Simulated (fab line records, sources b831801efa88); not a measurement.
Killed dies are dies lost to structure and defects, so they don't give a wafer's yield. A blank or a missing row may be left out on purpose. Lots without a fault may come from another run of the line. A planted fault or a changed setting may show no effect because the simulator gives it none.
Split-lot experiment | flow sky130 | 5 lots, 23 wafers read, on a route of 708 steps

THE SPLIT
At SKY_VIA1_EXPOSE_09 (exposes mask VIM, target cd 150 nm), the setting dose_mj was moved away from the recipe's 38 on 11 of the 23 wafers read, by -5.8% to +7.2%. The other wafers ran this setting at the recipe's value.

FROM THE SPLIT TO THE READING: what the file shows between them, 2 steps
- SKY_VIA1_PEB_10
- SKY_VIA1_DEVELOP_11: develop time 60 s

THE READING
cd_nm, in nm, at SKY_VIA1_CD_MEAS_12 (target cd 150 nm). Fault-free wafers of this fab line usually give 149.8 nm, standard deviation 1.5 nm.

wafer  | tool, chamber at the split | dose_mj as run | against the recipe | cd_nm, nm | against lot-mates on the recipe
L075.1 | krf_scanner-01, 0          | 38             | recipe             | 149.9     | -
L075.2 | krf_scanner-01, 0          | 38             | recipe             | 149.4     | -
L075.5 | krf_scanner-01, 0          | 38             | recipe             | 150.5     | -
L076.1 | krf_scanner-01, 0          | 35.94          | -5.4%              | 139.8     | -10.8
L076.3 | krf_scanner-01, 0          | 38             | recipe             | 150.4     | -
L076.4 | krf_scanner-01, 0          | 38             | recipe             | 150.8     | -
L076.5 | krf_scanner-01, 0          | 35.94          | -5.4%              | 138.7     | -11.9
L076.6 | krf_scanner-01, 0          | 35.94          | -5.4%              | 138.9     | -11.7
L077.1 | krf_scanner-01, 0          | 35.81          | -5.8%              | 139.0     | -10.8
L077.2 | krf_scanner-01, 0          | 38             | recipe             | 149.4     | -
L077.3 | krf_scanner-01, 0          | 38             | recipe             | 150.8     | -
L077.5 | krf_scanner-01, 0          | 38             | recipe             | 149.2     | -
L077.6 | krf_scanner-01, 0          | 35.81          | -5.8%              | 138.0     | -11.8
L082.1 | krf_scanner-01, 0          | 40.72          | +7.2%              | 162.3     | +12.9
L082.2 | krf_scanner-01, 0          | 38             | recipe             | 149.1     | -
L082.4 | krf_scanner-01, 0          | 38             | recipe             | 149.7     | -
L082.5 | krf_scanner-01, 0          | 40.72          | +7.2%              | 163.7     | +14.3
L082.6 | krf_scanner-01, 0          | 40.72          | +7.2%              | 161.8     | +12.4
L083.1 | krf_scanner-01, 0          | 37             | -2.6%              | 145.2     | -6.3
L083.3 | krf_scanner-01, 0          | 37             | -2.6%              | 144.5     | -7.0
L083.4 | krf_scanner-01, 0          | 38             | recipe             | 150.8     | -
L083.5 | krf_scanner-01, 0          | 37             | -2.6%              | 146.5     | -5.0
L083.6 | krf_scanner-01, 0          | 38             | recipe             | 152.2     | -

THE FIT
A straight line over all 23 wafers: cd_nm changes by +1.87 nm for each +1% of dose_mj; r = +0.99; the points scatter about the line by 0.95 nm.
The same after taking each lot's own level away (the mean of its wafers on the recipe; 23 wafers): +1.96 nm for each +1%; r = +0.99; scatter 0.78 nm.
On that fit, the largest move of dose_mj shifts the reading by 14 nm.
The lots' own levels span 149.40 to 151.50 nm, that is 1.4 times the standard deviation above.
So the lot-to-lot level changes the slope little: the two slopes agree.
Check: with one of the wafers moved furthest among these (+7.2%) left out of the fit, the line predicts +13.9 nm for it against its lot-mates. It came out at +12.9 nm against them.

OTHER SPLITS ON THESE WAFERS
These wafers also went through other splits before the reading. Each is held against what the fit with the lots' levels taken away leaves over:
other split on the same wafers    | wafers away from the commonest value | r with cd_nm (lot level and that fit taken away)
SKY_CONTACT_COAT_09 resist_thk_nm | 6                                    | +0.15
SKY_METAL1_ETCH_18 time_s         | 4                                    | -0.04

THE WHOLE CHAIN: every reading that the file lists as answering this split, in the file's order
step                | what it does                                                         | reading                                                     | change (the file's fit)              | r (the file's)
SKY_VIA1_CD_MEAS_12 | target cd 150 nm                                                     | cd_nm                                                       | +1.97 nm for each +1% of the setting | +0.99
SKY_VIA1_ETCH_14    | etches BARC in N2/H2, stops on SiO2, time 45.9 s, target depth 60 nm | VIA1.cd_nm (the simulator's own value, which no gauge read) | +1.94 nm for each +1% of the setting | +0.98

THE FILE'S OWN FIT
cd_nm changes by +1.97 nm for each +1% of dose_mj, r = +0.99.
